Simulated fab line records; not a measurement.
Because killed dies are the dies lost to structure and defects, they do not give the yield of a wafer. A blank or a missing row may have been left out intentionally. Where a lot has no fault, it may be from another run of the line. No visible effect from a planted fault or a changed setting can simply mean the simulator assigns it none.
Matching of chambers / flow gf180mcu / rie diel-01 running GF_STI_ETCH_13: 4 sister chambers
The step etches the open film in CHF3/O2, stops on Si, target depth 282.31 nm, time 112.9 s. 4 wafers are shown with their chamber, then 12 later ones without.

## WAFERS WITH THEIR CHAMBER
wafer=L089.3; chamber=3; drypump motor current A (A)=5.4
wafer=L089.6; chamber=2; drypump motor current A (A)=5.6
wafer=L092.4; chamber=1; drypump motor current A (A)=5.7
wafer=L092.6; chamber=0; drypump motor current A (A)=5.9

## WAFERS MISSING THEIR CHAMBER
wafer=L094.1; drypump motor current A (A)=5.4
wafer=L094.2; drypump motor current A (A)=6.0
wafer=L094.4; drypump motor current A (A)=5.6
wafer=L095.1; drypump motor current A (A)=5.7
wafer=L095.4; drypump motor current A (A)=5.4
wafer=L095.5; drypump motor current A (A)=5.9
wafer=L096.2; drypump motor current A (A)=5.7
wafer=L096.4; drypump motor current A (A)=5.9
wafer=L096.5; drypump motor current A (A)=5.4
wafer=L097.1; drypump motor current A (A)=5.9
wafer=L097.2; drypump motor current A (A)=5.5
wafer=L097.3; drypump motor current A (A)=5.7

## CHAMBER TAKEN BY EACH
wafer=L094.1; from the rows above=3; in truth=3
wafer=L094.2; from the rows above=0; in truth=0
wafer=L094.4; from the rows above=2; in truth=2
wafer=L095.1; from the rows above=1; in truth=1
wafer=L095.4; from the rows above=3; in truth=3
wafer=L095.5; from the rows above=0; in truth=0
wafer=L096.2; from the rows above=1; in truth=1
wafer=L096.4; from the rows above=0; in truth=0
wafer=L096.5; from the rows above=3; in truth=3
wafer=L097.1; from the rows above=0; in truth=0
wafer=L097.2; from the rows above=can't be placed: 2 or 3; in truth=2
wafer=L097.3; from the rows above=1; in truth=1
Placed correctly: 11 of 12. From these rows, 1 cannot be placed; in 1 the true chamber is one of the candidates. Wrongly placed: 0.
How it was worked out, from the rows above alone: a wafer's distance from a chamber is the root of the sum, over the readings, of the square of ((its reading less the chamber's mean) divided by the reading's scatter). The wafer belongs to the nearest chamber; if the next one is less than 2 further off, it can't be placed. A chamber's mean is the mean of its shown wafers. The scatter: with one shown wafer a chamber, the root of the mean of the squares of how far each hidden wafer lies from its nearest shown one.
